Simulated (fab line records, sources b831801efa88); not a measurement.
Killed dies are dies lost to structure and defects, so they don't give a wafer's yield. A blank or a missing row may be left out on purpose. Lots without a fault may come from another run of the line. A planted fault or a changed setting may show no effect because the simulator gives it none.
A struck lot beside a sound one | flow sky130 | 28 steps out of a route of 708
Sound: wafers L911.2, L911.3, L911.6. Struck: wafer L916.6. (L916.1, L916.5 of the same lot were not struck and are left out.) The cause comes at the end.
At each step with rows: each side's tool, then ch and its chambers, then its first start. Under that, the readings that differ: sound wafers | struck wafers | difference of the means | sigmas: that difference in standard deviations of wafers without a fault.
alike: readings whose means differ by less than 2 such deviations, and words and numbers that are the same on both sides. not compared: withheld readings, readings that some wafer has no value for, bounds like >300 that may hide the same value, and numbers for which the record gives no deviation and whose values overlap.
The two part at a step that has a row with sigmas, a row that says differs or no value, or rows on one side only. Numbers that don't overlap but have no deviation are shown without sigmas and don't part them. A reading that every wafer of one side lacks parts them only if that side has two wafers or more.

first, 3 steps without rows for these wafers: SKY_VIA4_STRIP_14 (strips in post etch residue remover, time 1200 s); SKY_VIA4_CLEAN_15 (cleans in IPA, time 180 s); SKY_VIA4_CLEAN_16 (cleans in O3/DIW).
SKY_VIA4_SPUTTER_17: material TiN, target thk 20 nm, time 80 s.
  sound on pvd_sputter-03, day 43 07:51; struck on pvd_sputter-03, day 45 11:16
  alike: cathode_dc_power_W, throttle_valve_pct
then, 1 step without rows for these wafers: SKY_VIA4_CVD_18 (deposits W, target thk 505 nm, time 152.14 s).
SKY_VIA4_RS_MEAS_19: measures by four-point-probe.
  sound on film_metro-01, day 43 08:05; struck on film_metro-02, day 45 11:29
  alike: VIA4_W_RS
SKY_VIA4_THK_MEAS_20: measures by xrf.
  sound on film_metro-01, day 43 08:12; struck on film_metro-02, day 45 11:36
  reading         | sound       | struck | difference | sigmas
  VIA4_W_THK (nm) | 516 507 524 | 530    | +14        | +2
then, 1 step without rows for these wafers: SKY_VIA4_CMP_21 (polishes, stops on SiO2, t overpolish 25 s, target thk 0 nm).
SKY_METAL5_SPUTTER_00: material Ti, target thk 15 nm, time 10 s.
  sound on pvd_sputter-04, day 43 08:33; struck on pvd_sputter-01, day 45 11:58
  alike: cathode_dc_power_W, throttle_valve_pct
SKY_METAL5_SPUTTER_01: material TiN, target thk 20 nm, time 16.7 s.
  sound on pvd_sputter-04, day 43 08:34; struck on pvd_sputter-01, day 45 11:59
  alike: cathode_dc_power_W, throttle_valve_pct
then, 1 step without rows for these wafers: SKY_METAL5_SPUTTER_02 (material AlCu, target thk 1150 nm, time 61.2 s).
SKY_METAL5_SPUTTER_03: material Ti, target thk 5 nm, time 3.3 s.
  sound on pvd_sputter-04, day 43 08:39; struck on pvd_sputter-01, day 45 12:03
  alike: cathode_dc_power_W, throttle_valve_pct
SKY_METAL5_SPUTTER_04: material TiN, target thk 70 nm, time 58.3 s.
  sound on pvd_sputter-04, day 43 08:40; struck on pvd_sputter-01, day 45 12:04
  reading                                    | sound                | struck | difference | sigmas
  cathode_dc_power_W (W)                     | 6498.5 6499.7 6500.8 | 5753.1 | -746.6     | -99 or more
  model.TiN_of_METAL5_SPUTTER_04.thk_nm (nm) | 70.8 70.39 70.5      | 61.89  | -8.67      |
  alike: throttle_valve_pct
SKY_METAL5_RS_MEAS_05: measures by four-point-probe.
  sound on film_metro-03, day 43 08:44; struck on film_metro-01, day 45 12:07
  alike: METAL5_ALCU_RS
SKY_METAL5_THK_MEAS_06: measures by xrf.
  sound on film_metro-03, day 43 08:50; struck on film_metro-01, day 45 12:14
  reading              | sound          | struck | difference | sigmas
  METAL5_ALCU_THK (nm) | 1155 1134 1150 | 1185   | +39        | +3
then, 8 steps without rows for these wafers: SKY_METAL5_DEHYDRATE_07 (time 60 s); SKY_METAL5_HMDS_08 (prime time 60 s); SKY_METAL5_COAT_09 (resist thk 1800 nm); SKY_METAL5_SOFTBAKE_10 (time 60 s); SKY_METAL5_EXPOSE_11 (exposes mask MM5, target cd 1600 nm); SKY_METAL5_PEB_12; SKY_METAL5_DEVELOP_13 (develop time 60 s); SKY_METAL5_DESCUM_14 (chemistry O2, time 11 s).
SKY_METAL5_METAL_ETCH_15: etches the open film in Cl2/BCl3, stops on SiO2, target depth 1260 nm, time 252 s.
  sound on rie_metal-03 ch 0,1, day 44 07:05; struck on rie_metal-02 ch 0, day 46 07:56
  reading                     | sound       | struck | difference | sigmas
  drypump_motor_current_A (A) | 6.0 6.2 6.0 | 4.8    | -1.3       | -2
  alike: mfc_cl2_sccm, oes_product_au, throttle_valve_pct
  not compared: rf_hours_counter_h
then, 1 step without rows for these wafers: SKY_METAL5_STRIP_16 (strips in O2/N2).
SKY_METAL5_STRIP_17: strips in post etch residue remover, time 1200 s.
  sound on wet_bench-04 ch 0, day 44 07:25; struck on wet_bench-04 ch 1, day 46 08:16
  reading                                    | sound             | struck | difference | sigmas
  model.TiN_of_METAL5_SPUTTER_04.thk_nm (nm) | 70.38 69.97 70.08 | 61.47  | -8.67      |
then, 1 step without rows for these wafers: SKY_METAL5_CLEAN_18 (cleans in IPA, time 180 s).
SKY_PAD_OPEN_PROBE_99:
  the record has rows for the struck wafers here (prober-01, day 48 02:19) and none for the sound ones

WHERE THEY PART
First at SKY_VIA4_THK_MEAS_20; last, within this record, at SKY_PAD_OPEN_PROBE_99.

WHY: what the simulator had put in
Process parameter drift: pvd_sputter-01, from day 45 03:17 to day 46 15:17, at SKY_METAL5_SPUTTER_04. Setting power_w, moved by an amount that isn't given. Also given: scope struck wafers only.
